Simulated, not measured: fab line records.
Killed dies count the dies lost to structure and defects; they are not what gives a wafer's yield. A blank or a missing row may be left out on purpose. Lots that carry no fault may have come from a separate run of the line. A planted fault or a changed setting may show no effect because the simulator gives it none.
fab line records	flow gf180mcu
record: lots: 7	wafers: 21	last_day: 31
route steps=602 shown NWELL@50 LVPWELL@54 MVSD@66 MVPSD@78 VT_IMPLANT@90
lots that met no fault: from a run of the same line without faults
start_h: hours from the record's first day to the start of the lot's first wafer shown	wait_h: how many hours have passed since the lot's step before this one	" unchanged from the row above	L1.1+2: several wafers, shown together as one row	- either no value or no given start	* or withheld: withheld	< > ~ a bound
route shown NAME@n: names a module that has steps shown in the file, with the first one's number in the route	usual: the fault-free wafers' mean and standard deviation	same: alike in all rows	chamber/n: place in a boat	sites: readings site by site	_std_site: standard deviation across them	_edge_site: outer sites' mean less inner sites'	radius_mm: how far each site lies from the wafer's centre	mask NAME#n: copy n	behind: tool/chamber where the wafer was last shaped	hold: reason for holding the lot/hours on hold/outcome of the hold	device: the n, p or np transistor that did not switch	end of line: tests run on the same wafers once the route is complete	a step without rows: its recipe alone	killed: dies that structure and defects cost at the first sort, which is not the same as the wafer's yield	map: shows each die of a wafer: x if killed, . if not, _ if none is there
set.NAME: the run value of the setting; set.NAME@STEP: its run value at that earlier step	model.NAME: the simulator's own value behind a step, which no gauge read
a table for each step, a row for each wafer; lots at some steps of the route
services: when a tool's chamber went out of use (start_h, in hours from the record's first day, below 0 if earlier), for how many hours, and the reason
== steps ==
step: GF_NWELL_IMPLANT_08
recipe: species: P	energy_kev: 450	dose_cm2: 1.5e+13	tilt_deg: 0
step: GF_NWELL_IMPLANT_09
recipe: species: P	energy_kev: 160	dose_cm2: 4e+12	tilt_deg: 0
step: GF_NWELL_STRIP_10
recipe: chemistry: O2/N2	power_w: 1400	pressure_mtorr: 1500	platen_temp_c: 250	o2_flow_sccm: 3000	n2_flow_sccm: 300	overash_fraction: 0.5
usual: drypump_motor_current_A: 6.0/0.31	heater_power_w: 347/25	oes_product_au: 0.722/0.0046	strip_time_to_endpoint_s: 36.97/0.096
lot.wafer	tool	chamber	start_h	wait_h	drypump_motor_current_A	heater_power_w	oes_product_au	rf_hours_counter_h	strip_time_to_endpoint_s
L785.2	plasma_asher-01	1	67.55	0.1	5.5	340	0.727	43	36.88
L785.4	"	0	"	"	6.1	365	0.723	-	37.00
L785.5	"	1	"	"	5.5	351	0.732	-	36.97
L787.2	plasma_asher-02	1	76.07	0.1	6.0	384	0.719	43	37.09
L787.5	"	0	"	"	6.5	384	0.720	-	37.00
L787.6	"	1	"	"	6.0	378	0.722	-	37.01
L788.1	plasma_asher-02	1	83.50	0.1	6.0	367	0.726	44	36.94
L788.3	"	1	"	"	6.0	370	0.728	-	36.76
L788.5	"	0	"	"	6.5	391	0.718	-	36.80
L791.2	plasma_asher-01	0	102.90	0.1	6.1	361	0.720	47	36.86
L791.4	"	1	"	"	5.4	339	0.727	-	36.87
L791.6	"	0	"	"	6.2	366	0.723	-	36.83
L793.2	plasma_asher-04	1	114.35	0.1	6.1	327	0.723	32	37.06
L793.3	"	1	"	"	6.1	329	0.727	-	36.90
L793.6	"	1	"	"	6.1	326	0.724	-	36.85
L794.1	plasma_asher-02	1	116.60	0.1	6.0	373	0.722	47	37.19
L794.3	"	0	"	"	6.5	386	0.715	-	37.16
L794.4	"	1	"	"	6.0	375	0.719	-	37.25
L795.3	plasma_asher-02	0	122.83	0.1	6.5	374	0.719	-	36.95
L795.5	"	1	"	"	6.0	371	0.723	-	37.03
L795.6	"	0	"	"	6.5	391	0.722	-	37.00
step: GF_NWELL_TW_MEAS_11
usual: NWELL_TW: 1597/14
lot.wafer	tool	chamber	start_h	wait_h	NWELL_TW
L785.2	film_metro-03	-	67.66	0.1	1607
L785.4	"	-	"	"	1612
L785.5	"	-	"	"	1604
L787.2	film_metro-01	-	76.18	0.1	1582
L787.5	"	-	"	"	1598
L787.6	"	-	"	"	1587
L788.1	film_metro-04	-	83.60	0.1	1615
L788.3	"	-	"	"	1619
L788.5	"	-	"	"	1607
L791.2	film_metro-01	-	103.01	0.1	1595
L791.4	"	-	"	"	1583
L791.6	"	-	"	"	1582
L793.2	film_metro-03	-	114.46	0.1	1600
L793.3	"	-	"	"	1578
L793.6	"	-	"	"	1596
L794.1	film_metro-03	-	116.70	0.1	1596
L794.3	"	-	"	"	1589
L794.4	"	-	"	"	1590
L795.3	film_metro-03	-	122.92	0.1	1617
L795.5	"	-	"	"	1606
L795.6	"	-	"	"	1618
step: GF_LVPWELL_DEHYDRATE_00
recipe: temp_c: 200	time_s: 60
step: GF_LVPWELL_HMDS_01
recipe: prime_time_s: 60	prime_temp_c: 120
step: GF_LVPWELL_COAT_02
recipe: spin_rpm: 2000	resist_thk_nm: 3000
step: GF_LVPWELL_SOFTBAKE_03
recipe: temp_c: 110	time_s: withheld
step: GF_LVPWELL_EXPOSE_04
recipe: mask_id: LVPWELL	target_cd_nm: 600	na: 0.6	source_shape: conventional	sigma_outer: 0.6	dose_mj: 260
step: GF_LVPWELL_PEB_05
recipe: temp_c: 115	time_s: withheld
step: GF_LVPWELL_DEVELOP_06
recipe: wall_angle_deg: 90	develop_time_s: 60	dev_temp_c: 23
step: GF_LVPWELL_OVL_MEAS_07
usual: LVPWELL_OVL: 0.0/1.7
lot.wafer	tool	chamber	start_h	wait_h	LVPWELL_OVL[nm]
L785.2	overlay-01	-	80.29	-	0.4
L785.4	"	-	"	"	0.0
L785.5	"	-	"	"	-0.4
L787.2	overlay-02	-	89.34	-	-1.9
L787.5	"	-	"	"	-1.1
L787.6	"	-	"	"	0.2
L788.1	overlay-01	-	97.18	-	0.4
L788.3	"	-	"	"	1.0
L788.5	"	-	"	"	-0.6
L791.2	overlay-02	-	117.02	-	-1.1
L791.4	"	-	"	"	-0.6
L791.6	"	-	"	"	1.0
L793.2	overlay-02	-	128.29	-	-0.7
L793.3	"	-	"	"	0.4
L793.6	"	-	"	"	1.0
L794.1	overlay-01	-	131.11	-	-2.9
L794.3	"	-	"	"	-5.2
L794.4	"	-	"	"	-3.0
L795.3	overlay-01	-	137.34	-	-1.5
L795.5	"	-	"	"	-0.8
L795.6	"	-	"	"	-2.0
step: GF_LVPWELL_IMPLANT_08
recipe: species: B	energy_kev: 170	dose_cm2: 1.5e+13	tilt_deg: 0
usual: beam_on_s: 10.01/0.22	end_station_pressure_torr: 5.05e-06/2.8e-07	faraday_current_uA: 84.4/1.9	implant_ion_amu: 11/0
lot.wafer	tool	chamber	start_h	wait_h	beam_on_s	end_station_pressure_torr	faraday_current_uA	implant_ion_amu	model.implant.rp_nm	model.implant.drp_nm
L785.2	implanter-03	0	80.34	0.0	10.00	5.45e-06	84.4	11	474.3	102.4
L785.4	"	0	"	"	10.33	5.2e-06	81.8	11	474.3	102.4
L785.5	"	0	"	"	9.91	4.9e-06	85.8	11	474.3	102.4
L787.2	implanter-04	0	89.39	0.0	10.08	5.14e-06	83.9	11	495.3	102.4
L787.5	"	0	"	"	10.23	5.52e-06	82.4	11	495.3	102.4
L787.6	"	0	"	"	9.55	5.14e-06	88.7	11	495.3	102.4
L788.1	implanter-03	0	97.22	0.0	10.02	5.11e-06	84.3	11	490	102.4
L788.3	"	0	"	"	10.51	5.36e-06	80.4	11	490	102.4
L788.5	"	0	"	"	10.30	4.71e-06	82.1	11	490	102.4
L791.2	implanter-03	0	117.07	0.0	9.80	5.23e-06	86.2	11	489.3	102.4
L791.4	"	0	"	"	10.00	4.96e-06	84.6	11	489.3	102.4
L791.6	"	0	"	"	10.06	4.71e-06	83.9	11	489.3	102.4
L793.2	implanter-03	0	128.34	0.0	10.29	4.77e-06	82.3	31	215	68.9
L793.3	"	0	"	"	10.15	5.22e-06	83.4	31	215	68.9
L793.6	"	0	"	"	9.91	5.06e-06	85.4	31	215	68.9
L794.1	implanter-03	0	131.15	0.0	10.01	4.49e-06	84.0	31	222.5	68.9
L794.3	"	0	"	"	9.93	5.1e-06	85.0	31	222.5	68.9
L794.4	"	0	"	"	10.16	4.88e-06	83.3	31	222.5	68.9
L795.3	implanter-02	0	137.42	0.1	9.93	4.92e-06	85.1	31	215.9	68.9
L795.5	"	0	"	"	10.06	5.19e-06	84.2	31	215.9	68.9
L795.6	"	0	"	"	9.70	4.9e-06	87.0	31	215.9	68.9
step: GF_LVPWELL_IMPLANT_09
recipe: species: B	energy_kev: 60	dose_cm2: 5e+12	tilt_deg: 0
step: GF_LVPWELL_STRIP_10
recipe: chemistry: O2/N2	power_w: 1400	pressure_mtorr: 1500	platen_temp_c: 250	o2_flow_sccm: 3000	n2_flow_sccm: 300	overash_fraction: 0.5
usual: drypump_motor_current_A: 6.0/0.44	heater_power_w: 338/28	oes_product_au: 0.722/0.005	strip_time_to_endpoint_s: 37.01/0.11
lot.wafer	tool	chamber	start_h	wait_h	drypump_motor_current_A	heater_power_w	oes_product_au	rf_hours_counter_h	strip_time_to_endpoint_s
L785.2	plasma_asher-02	1	80.62	0.1	6.0	357	0.720	43	37.22
L785.4	"	0	"	"	6.5	377	0.727	-	37.06
L785.5	"	1	"	"	6.0	361	0.716	-	37.06
L787.2	plasma_asher-02	1	89.67	0.1	6.0	374	0.717	44	36.91
L787.5	"	0	"	"	6.5	388	0.723	-	37.03
L787.6	"	1	"	"	6.0	368	0.719	-	37.11
L788.1	plasma_asher-04	1	97.52	0.1	6.0	326	0.722	30	36.89
L788.3	"	0	"	"	6.1	307	0.724	-	36.89
L788.5	"	1	"	"	6.1	325	0.717	-	36.91
L791.2	plasma_asher-02	1	117.35	0.1	6.0	378	0.730	47	37.17
L791.4	"	0	"	"	6.5	381	0.720	-	37.06
L791.6	"	1	"	"	6.0	377	0.713	-	37.17
L793.2	plasma_asher-04	1	128.62	0.1	6.1	323	0.717	33	37.00
L793.3	"	0	"	"	6.1	312	0.720	-	36.87
L793.6	"	0	"	"	6.1	303	0.719	-	36.88
L794.1	plasma_asher-02	1	131.45	0.1	6.0	367	0.729	49	36.99
L794.3	"	0	"	"	6.5	385	0.721	-	37.05
L794.4	"	1	"	"	6.0	372	0.721	-	37.03
L795.3	plasma_asher-04	1	137.70	0.1	6.1	334	0.736	-	37.06
L795.5	"	1	"	"	6.1	328	0.725	-	37.11
L795.6	"	0	"	"	6.1	307	0.724	-	37.24
step: GF_LVPWELL_TW_MEAS_11
usual: LVPWELL_TW: 569/5.2
lot.wafer	tool	chamber	start_h	wait_h	LVPWELL_TW
L785.2	film_metro-04	-	80.73	0.1	575
L785.4	"	-	"	"	575
L785.5	"	-	"	"	572
L787.2	film_metro-03	-	89.78	0.1	570
L787.5	"	-	"	"	570
L787.6	"	-	"	"	569
L788.1	film_metro-01	-	97.62	0.1	562
L788.3	"	-	"	"	566
L788.5	"	-	"	"	563
L791.2	film_metro-01	-	117.46	0.1	563
L791.4	"	-	"	"	563
L791.6	"	-	"	"	563
L793.2	film_metro-03	-	128.73	0.1	1332
L793.3	"	-	"	"	1330
L793.6	"	-	"	"	1332
L794.1	film_metro-01	-	131.55	0.1	1316
L794.3	"	-	"	"	1312
L794.4	"	-	"	"	1312
L795.3	film_metro-03	-	137.79	0.1	1336
L795.5	"	-	"	"	1335
L795.6	"	-	"	"	1332
step: GF_MVSD_DEHYDRATE_00
recipe: temp_c: 200	time_s: 60
step: GF_MVSD_HMDS_01
recipe: prime_time_s: 60	prime_temp_c: 120
step: GF_MVSD_COAT_02
recipe: spin_rpm: 2000	resist_thk_nm: 3000
step: GF_MVSD_SOFTBAKE_03
recipe: temp_c: 110.6	time_s: withheld
step: GF_MVSD_EXPOSE_04
recipe: mask_id: MVSD	target_cd_nm: 1000	na: 0.6	source_shape: conventional	sigma_outer: 0.6	dose_mj: 260
step: GF_MVSD_PEB_05
recipe: temp_c: 115	time_s: withheld
step: GF_MVSD_DEVELOP_06
recipe: wall_angle_deg: 90	develop_time_s: 60	dev_temp_c: 23
step: GF_MVSD_OVL_MEAS_07
usual: MVSD_OVL: 0.2/1.5
lot.wafer	tool	chamber	start_h	wait_h	MVSD_OVL[nm]
L785.2	overlay-01	-	94.32	-	-0.8
L785.4	"	-	"	"	0.6
L785.5	"	-	"	"	0.1
L787.2	overlay-02	-	103.29	-	1.7
L787.5	"	-	"	"	2.3
L787.6	"	-	"	"	1.6
L788.1	overlay-02	-	110.63	-	-2.2
L788.3	"	-	"	"	-0.8
L788.5	"	-	"	"	-1.9
L791.2	overlay-01	-	131.89	-	-1.0
L791.4	"	-	"	"	-0.8
L791.6	"	-	"	"	-1.5
L793.2	overlay-01	-	143.47	-	1.3
L793.3	"	-	"	"	-1.0
L793.6	"	-	"	"	-1.5
L794.1	overlay-02	-	146.68	-	1.9
L794.3	"	-	"	"	2.1
L794.4	"	-	"	"	-0.8
L795.3	overlay-01	-	153.19	-	0.0
L795.5	"	-	"	"	-0.9
L795.6	"	-	"	"	-1.5
step: GF_MVSD_IMPLANT_08
recipe: species: P	energy_kev: 400	dose_cm2: 1.6e+13	tilt_deg: 0
step: GF_MVSD_IMPLANT_09
recipe: species: P	energy_kev: 100	dose_cm2: 5e+12	tilt_deg: 0
step: GF_MVSD_STRIP_10
recipe: chemistry: O2/N2	power_w: 1400	pressure_mtorr: 1500	platen_temp_c: 250	o2_flow_sccm: 3000	n2_flow_sccm: 300	overash_fraction: 0.5
usual: drypump_motor_current_A: 5.6/0.47	heater_power_w: 329/17	oes_product_au: 0.722/0.0045	strip_time_to_endpoint_s: 36.95/0.11
lot.wafer	tool	chamber	start_h	wait_h	drypump_motor_current_A	heater_power_w	oes_product_au	rf_hours_counter_h	strip_time_to_endpoint_s
L785.2	plasma_asher-01	0	94.65	0.1	6.1	355	0.714	46	37.04
L785.4	"	1	"	"	5.5	345	0.725	-	37.02
L785.5	"	1	"	"	5.5	339	0.724	-	37.01
L787.2	plasma_asher-01	0	103.62	0.1	6.2	364	0.725	47	36.87
L787.5	"	0	"	"	6.1	364	0.720	-	36.91
L787.6	"	1	"	"	5.5	341	0.721	-	36.96
L788.1	plasma_asher-03	0	110.97	0.1	5.4	322	0.724	43	37.01
L788.3	"	0	"	"	5.4	332	0.721	-	37.01
L788.5	"	1	"	"	4.9	323	0.724	-	37.01
L791.2	plasma_asher-01	1	132.22	0.1	5.5	329	0.727	1	36.79
L791.4	"	0	"	"	6.2	361	0.729	-	36.86
L791.6	"	1	"	"	5.5	335	0.726	-	36.90
L793.2	plasma_asher-03	1	143.80	0.1	4.9	320	0.719	47	37.00
L793.3	"	1	"	"	4.9	317	0.723	-	37.03
L793.6	"	0	"	"	5.4	327	0.716	-	37.12
L794.1	plasma_asher-01	1	147.02	0.1	5.6	334	0.727	3	36.84
L794.3	"	0	"	"	6.2	360	0.718	-	36.89
L794.4	"	1	"	"	5.5	334	0.727	-	36.79
L795.3	plasma_asher-04	1	153.55	0.1	6.1	318	0.718	-	37.00
L795.5	"	1	"	"	6.1	329	0.722	-	36.95
L795.6	"	0	"	"	6.1	313	0.723	-	37.04
step: GF_MVSD_TW_MEAS_11
usual: MVSD_TW: 1607/12
lot.wafer	tool	chamber	start_h	wait_h	MVSD_TW
L785.2	film_metro-03	-	94.76	0.1	1605
L785.4	"	-	"	"	1605
L785.5	"	-	"	"	1607
L787.2	film_metro-01	-	103.73	0.1	1609
L787.5	"	-	"	"	1596
L787.6	"	-	"	"	1601
L788.1	film_metro-03	-	111.07	0.1	1592
L788.3	"	-	"	"	1597
L788.5	"	-	"	"	1597
L791.2	film_metro-03	-	132.33	0.1	1624
L791.4	"	-	"	"	1618
L791.6	"	-	"	"	1618
L793.2	film_metro-04	-	143.91	0.1	1612
L793.3	"	-	"	"	1626
L793.6	"	-	"	"	1621
L794.1	film_metro-04	-	147.12	0.1	1619
L794.3	"	-	"	"	1620
L794.4	"	-	"	"	1614
L795.3	film_metro-03	-	153.64	0.1	1622
L795.5	"	-	"	"	1612
L795.6	"	-	"	"	1604
step: GF_MVPSD_DEHYDRATE_00
recipe: temp_c: 200	time_s: 60
step: GF_MVPSD_HMDS_01
recipe: prime_time_s: 60	prime_temp_c: 120
step: GF_MVPSD_COAT_02
recipe: spin_rpm: 2000	resist_thk_nm: 3000
step: GF_MVPSD_SOFTBAKE_03
recipe: temp_c: 110	time_s: withheld
step: GF_MVPSD_EXPOSE_04
recipe: mask_id: MVPSD	target_cd_nm: 1000	na: 0.6	source_shape: conventional	sigma_outer: 0.6	dose_mj: 260
step: GF_MVPSD_PEB_05
recipe: temp_c: 115	time_s: withheld
step: GF_MVPSD_DEVELOP_06
recipe: wall_angle_deg: 90	develop_time_s: 60	dev_temp_c: 23
step: GF_MVPSD_OVL_MEAS_07
usual: MVPSD_OVL: 0.0/1.6
lot.wafer	tool	chamber	start_h	wait_h	MVPSD_OVL[nm]
L785.2	overlay-02	-	108.12	-	-0.1
L785.4	"	-	"	"	-0.2
L785.5	"	-	"	"	-0.4
L787.2	overlay-02	-	117.77	-	1.0
L787.5	"	-	"	"	0.9
L787.6	"	-	"	"	-0.2
L788.1	overlay-02	-	124.76	-	0.0
L788.3	"	-	"	"	1.2
L788.5	"	-	"	"	-0.9
L791.2	overlay-01	-	147.47	-	0.3
L791.4	"	-	"	"	0.8
L791.6	"	-	"	"	0.3
L793.2	overlay-01	-	159.57	-	3.2
L793.3	"	-	"	"	0.1
L793.6	"	-	"	"	1.9
L794.1	overlay-02	-	162.81	-	0.7
L794.3	"	-	"	"	1.5
L794.4	"	-	"	"	0.7
L795.3	overlay-01	-	169.17	-	0.2
L795.5	"	-	"	"	1.0
L795.6	"	-	"	"	0.0
step: GF_MVPSD_IMPLANT_08
recipe: species: B	energy_kev: 170	dose_cm2: 1.5e+13	tilt_deg: 0
step: GF_MVPSD_IMPLANT_09
recipe: species: B	energy_kev: 40	dose_cm2: 5e+12	tilt_deg: 0
step: GF_MVPSD_STRIP_10
recipe: chemistry: O2/N2	power_w: 1400	pressure_mtorr: 1500	platen_temp_c: 250	o2_flow_sccm: 3000	n2_flow_sccm: 300	overash_fraction: 0.5
usual: drypump_motor_current_A: 5.9/0.47	heater_power_w: 356/22	oes_product_au: 0.722/0.0043	strip_time_to_endpoint_s: 37.01/0.091
lot.wafer	tool	chamber	start_h	wait_h	drypump_motor_current_A	heater_power_w	oes_product_au	rf_hours_counter_h	strip_time_to_endpoint_s
L785.2	plasma_asher-01	0	108.45	0.1	6.1	366	0.724	48	36.91
L785.4	"	0	"	"	6.1	360	0.718	-	36.95
L785.5	"	1	"	"	5.5	347	0.726	-	36.88
L787.2	plasma_asher-01	0	118.10	0.1	6.2	368	0.715	0	36.94
L787.5	"	1	"	"	5.5	342	0.723	-	37.07
L787.6	"	0	"	"	6.2	375	0.720	-	36.93
L788.1	plasma_asher-01	0	125.10	0.1	6.1	363	0.720	1	36.90
L788.3	"	0	"	"	6.1	363	0.726	-	36.92
L788.5	"	0	"	"	6.2	374	0.722	-	36.90
L791.2	plasma_asher-03	0	147.80	0.1	5.4	319	0.728	47	37.00
L791.4	"	1	"	"	4.9	321	0.724	-	36.96
L791.6	"	1	"	"	4.9	320	0.725	-	36.92
L793.2	plasma_asher-02	0	159.90	0.1	6.5	368	0.727	52	36.87
L793.3	"	1	"	"	6.0	365	0.719	-	36.95
L793.6	"	0	"	"	6.5	381	0.713	-	36.97
L794.1	plasma_asher-01	1	163.15	0.1	5.5	337	0.712	5	37.16
L794.3	"	1	"	"	5.5	335	0.727	-	37.10
L794.4	"	0	"	"	6.2	362	0.720	-	37.15
L795.3	plasma_asher-02	1	169.53	0.1	6.0	374	0.723	-	36.81
L795.5	"	0	"	"	6.5	374	0.725	-	36.88
L795.6	"	1	"	"	6.0	371	0.722	-	36.84
step: GF_MVPSD_TW_MEAS_11
usual: MVPSD_TW: 561/4.8
lot.wafer	tool	chamber	start_h	wait_h	MVPSD_TW
L785.2	film_metro-01	-	108.56	0.1	558
L785.4	"	-	"	"	561
L785.5	"	-	"	"	561
L787.2	film_metro-01	-	118.21	0.1	559
L787.5	"	-	"	"	559
L787.6	"	-	"	"	555
L788.1	film_metro-03	-	125.20	0.1	565
L788.3	"	-	"	"	569
L788.5	"	-	"	"	566
L791.2	film_metro-04	-	147.91	0.1	567
L791.4	"	-	"	"	568
L791.6	"	-	"	"	567
L793.2	film_metro-03	-	160.01	0.1	562
L793.3	"	-	"	"	562
L793.6	"	-	"	"	567
L794.1	film_metro-01	-	163.25	0.1	553
L794.3	"	-	"	"	555
L794.4	"	-	"	"	553
L795.3	film_metro-01	-	169.62	0.1	554
L795.5	"	-	"	"	552
L795.6	"	-	"	"	556
step: GF_VT_IMPLANT_DEHYDRATE_00
recipe: temp_c: 200	time_s: 60
step: GF_VT_IMPLANT_HMDS_01
recipe: prime_time_s: 60	prime_temp_c: 120
step: GF_VT_IMPLANT_RS_MEAS_48
recipe: thk_meas_gauge: four-point-probe
usual: LVPWELL_RS: 1197.1/2.7
lot.wafer	tool	chamber	start_h	wait_h	LVPWELL_RS[ohm/sq]
L785.2	film_metro-01	-	170.87	0.1	1198.8
L785.4	"	-	"	"	1197.5
L785.5	"	-	"	"	1196.6
L787.2	film_metro-01	-	182.22	0.1	1199.9
L787.5	"	-	"	"	1199.4
L787.6	"	-	"	"	1200.2
L788.1	film_metro-01	-	190.70	0.1	1194.0
L788.3	"	-	"	"	1192.1
L788.5	"	-	"	"	1194.3
L791.2	film_metro-04	-	216.37	0.1	1198.5
L791.4	"	-	"	"	1196.3
L791.6	"	-	"	"	1196.0
L793.2	film_metro-03	-	228.58	0.1	-
L793.3	"	-	"	"	-
L793.6	"	-	"	"	-
L794.1	film_metro-03	-	233.06	0.1	-
L794.3	"	-	"	"	-
L794.4	"	-	"	"	-
L795.3	film_metro-04	-	239.14	0.1	-
L795.5	"	-	"	"	-
L795.6	"	-	"	"	-
== services ==
tool	chamber	start_h	hours	kind
plasma_asher-03	-	59.19	14.6	pm
implanter-03	-	63.78	4.0	pm
implanter-04	-	71.71	2.8	pm
plasma_asher-02	-	91.08	2.1	repair
implanter-02	-	100.62	1.1	repair
implanter-04	-	107.83	2.8	repair
plasma_asher-01	-	108.75	9.0	pm
plasma_asher-01	0	108.75	9.0	vent_cycle
plasma_asher-01	1	108.75	9.0	vent_cycle
implanter-02	-	113.71	5.1	pm
plasma_asher-01	0	117.75	-	clean
plasma_asher-01	1	117.75	-	clean
implanter-04	-	132.41	3.0	repair
== key ==
first_sign: step: GF_LVPWELL_IMPLANT_08	reading: implant_ion_amu	direction: up	sigmas: 99+	usual: 11	struck: 31
effect: step: GF_LVPWELL_TW_MEAS_11	reading: LVPWELL_TW	direction: up	sigmas: 99+	usual: 569	struck: 1326
effect: step: GF_VT_IMPLANT_RS_MEAS_48	reading: LVPWELL_RS	direction: missing
model_effect: step: GF_LVPWELL_IMPLANT_08	value: implant.rp_nm	without: 491	struck: 217.8
met_at GF_LVPWELL_IMPLANT_08
struck_wafers L793.2,L793.3,L793.6,L794.1,L794.3,L794.4,L795.3,L795.5,L795.6
sort_left_out L793.2,L793.3,L793.6,L794.1,L794.3,L794.4,L795.3,L795.5,L795.6
tester_left_out L793,L794,L795
onset_between 117.07 128.34
fault: kind: wrong_recipe_download	tool: implanter-02,implanter-03,implanter-04	chamber: -	onset_h: 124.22	steps: GF_LVPWELL_IMPLANT_08	wrong_recipe.not_listed: 1
tester_left_out: of these lots the tester's yield and bins aren't shown, on N5 and GAA mostly nor the transistor test; their killed dies are dies lost to structure and defects alone, not to doping, threshold or leakage, so they don't give the yield
sort_left_out: the simulated sort isn't trusted on such a fault, so these wafers' sort isn't shown, and their yield isn't known
